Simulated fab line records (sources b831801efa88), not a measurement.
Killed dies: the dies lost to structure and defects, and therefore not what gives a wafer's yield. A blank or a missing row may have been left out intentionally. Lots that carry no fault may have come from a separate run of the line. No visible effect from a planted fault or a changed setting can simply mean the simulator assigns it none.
fab line records    flow sfq_line
record: lots: 14  wafers: 40  last_day: 77
route steps=325 shown I6@277
lots with no fault: from the same line, run without faults
start_h: hours from the record's opening day to when the first of the lot's shown wafers began    wait_h: hours from the lot's prior step to this one    " unchanged from the row above    L1.1+2: a row that stands for several wafers    - no value present, or no start provided    * or withheld: withheld    < > ~ a bound
route shown NAME@n: names a module that has steps shown in the file, with the first one's number in the route    usual: mean/standard deviation of fault-free wafers    same: alike in all rows    chamber/n: place in a boat    sites: the reading at each site    _std_site: standard deviation of those values    _edge_site: the outer-site mean with the inner-site mean subtracted    radius_mm: for every site, how far away it sits from the centre of the wafer    mask NAME#n: copy n    behind: the last tool/chamber to shape the wafer    hold: reason for holding the lot/hours on hold/outcome of the hold    device: the transistor (n, p or np) that didn't switch    end of line: the tests these same wafers got at the end of their route    a step with no rows: only its recipe    killed: count of dies lost to structure and defects at first sort (not the wafer's yield)    map: a wafer's dies, x killed, . not, _ none there
set.NAME: setting as actually run; set.NAME@STEP: the setting as run at that earlier step    model.NAME: the simulator's own value behind a step, which no gauge read
steps of the route over a sample of lots; a table a step, a row a wafer
services: a tool's chamber out of use, with start hour (start_h, from the record's first day; less than 0 if before it), hours out, and reason
== steps ==
step: SFQ_TRILAYER_I6_VIA_BARC_OPEN_VIA_ETCH_235
recipe: mask_material: PR  chemistry: O2  target_depth_nm: 125  target: BARC  source_w: 500  bias_w: 80  pressure_mtorr: 30  time_s: 41.7
usual: drypump_motor_current_A: 5.87/0.22  oes_product_au: 0.686/0.0046  run_length_s: 69.9/0.58
lot.wafer  tool         chamber  start_h  wait_h  drypump_motor_current_A  oes_product_au  rf_hours_counter_h  run_length_s
L446.2     rie_diel-03  0        1497.16  0.0     5.99                     0.685           20                  70.6
L446.3     "            3        "        "       5.23                     0.685           18                  70.6
L446.5     "            3        "        "       5.23                     0.689           -                   70.3
L447.2     rie_diel-04  0        1504.36  0.0     5.73                     0.681           17                  69.3
L447.4     "            3        "        "       5.83                     0.691           19                  69.6
L447.6     "            2        "        "       5.86                     0.676           -                   69.0
L448.1     rie_diel-03  0        1506.87  0.0     6.02                     0.681           20                  71.2
L448.3     "            2        "        "       5.92                     0.689           22                  69.2
L448.6     "            1        "        "       6.10                     0.683           -                   69.6
L449.1     rie_diel-04  0        1513.96  0.0     5.72                     0.687           17                  69.5
L449.2     "            3        "        "       5.83                     0.683           20                  70.0
L449.6     "            3        "        "       5.82                     0.682           -                   69.5
L450.1     rie_diel-04  2        1540.36  0.0     5.85                     0.679           9                   69.2
L450.3     "            0        "        "       5.72                     0.689           17                  69.4
L450.5     "            2        "        "       5.85                     0.685           -                   68.9
L451.1     rie_diel-02  2        1542.76  0.0     6.13                     0.684           25                  70.2
L451.2     "            3        "        "       5.78                     0.689           24                  70.7
L451.3     "            1        "        "       6.12                     0.690           26                  70.0
L452.2     rie_diel-04  3        1551.16  0.0     5.80                     0.684           20                  69.4
L452.3     "            0        "        "       5.75                     0.685           18                  69.5
L452.5     "            3        "        "       5.85                     0.686           -                   69.7
L453.1     rie_diel-03  1        1553.56  0.0     6.09                     0.691           15                  70.0
L453.2     "            0        "        "       5.96                     0.696           20                  70.7
L453.6     "            3        "        "       5.23                     0.692           -                   70.5
L454.3     rie_diel-04  1        1563.16  0.0     5.82                     0.688           19                  70.0
L454.4     "            0        "        "       5.72                     0.691           18                  69.6
L454.5     "            1        "        "       5.77                     0.681           -                   70.4
L455.1     rie_diel-02  0        1564.36  0.0     6.00                     0.690           15                  69.6
L455.3     "            3        "        "       5.78                     0.682           25                  70.5
L455.6     "            0        "        "       5.99                     0.685           -                   69.4
L456.3     rie_diel-02  0        1577.56  0.0     6.03                     0.689           15                  69.3
L456.5     "            2        "        "       6.16                     0.677           -                   70.6
L456.6     "            0        "        "       6.02                     0.690           -                   69.6
L464.3     rie_diel-02  3        1623.29  0.0     5.79                     0.689           27                  70.5
L464.5     "            0        "        "       5.97                     0.624           -                   78.5
L465.4     rie_diel-02  3        1638.91  0.0     5.79                     0.689           -                   71.0
L465.5     "            2        "        "       6.14                     0.628           -                   79.3
L469.2     rie_diel-04  1        1654.49  0.0     5.76                     0.686           20                  70.6
L469.5     "            0        "        "       5.72                     0.679           -                   69.3
L469.6     "            3        "        "       5.81                     0.690           -                   70.4
== services ==
tool         chamber  start_h  hours  kind
rie_diel-04  -        1477.95  2.8    pm
rie_diel-04  0        1485.56  4.5    repair
rie_diel-02  2        1487.77  4.2    repair
rie_diel-03  -        1547.12  0.4    repair
rie_diel-02  1        1553.43  72.4   repair
rie_diel-03  2        1603.64  -      clean
rie_diel-03  2        1603.64  18.2   scheduled_down
rie_diel-03  2        1603.64  18.2   vent_cycle
rie_diel-02  1        1625.78  -      clean
rie_diel-02  1        1625.78  18.3   scheduled_down
rie_diel-02  1        1625.78  18.3   vent_cycle
rie_diel-02  -        1635.43  0.9    repair
rie_diel-02  2        1644.04  -      clean
rie_diel-02  2        1644.04  14.2   scheduled_down
rie_diel-02  2        1644.04  14.2   vent_cycle
== key ==
first_sign: step: SFQ_TRILAYER_I6_VIA_BARC_OPEN_VIA_ETCH_235  reading: run_length_s  direction: up  sigmas: 15  usual: *  struck: *
effect: step: SFQ_TRILAYER_I6_VIA_BARC_OPEN_VIA_ETCH_235  reading: oes_product_au  direction: down  sigmas: 13  usual: 0.686  struck: 0.626
met_at SFQ_TRILAYER_I6_VIA_BARC_OPEN_VIA_ETCH_235
struck_lots L464,L465
struck_wafers L464.5,L465.5
onset_between 1577.56 1623.29
fault: kind: process_parameter_drift  tool: rie_diel-02  chamber: -  onset_h: 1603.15  steps: SFQ_TRILAYER_I6_VIA_BARC_OPEN_VIA_ETCH_235  channel: time_s  offset: *  shape: step  end_h: 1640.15  scope: struck_wafers_only  acts_in: *  stated: *
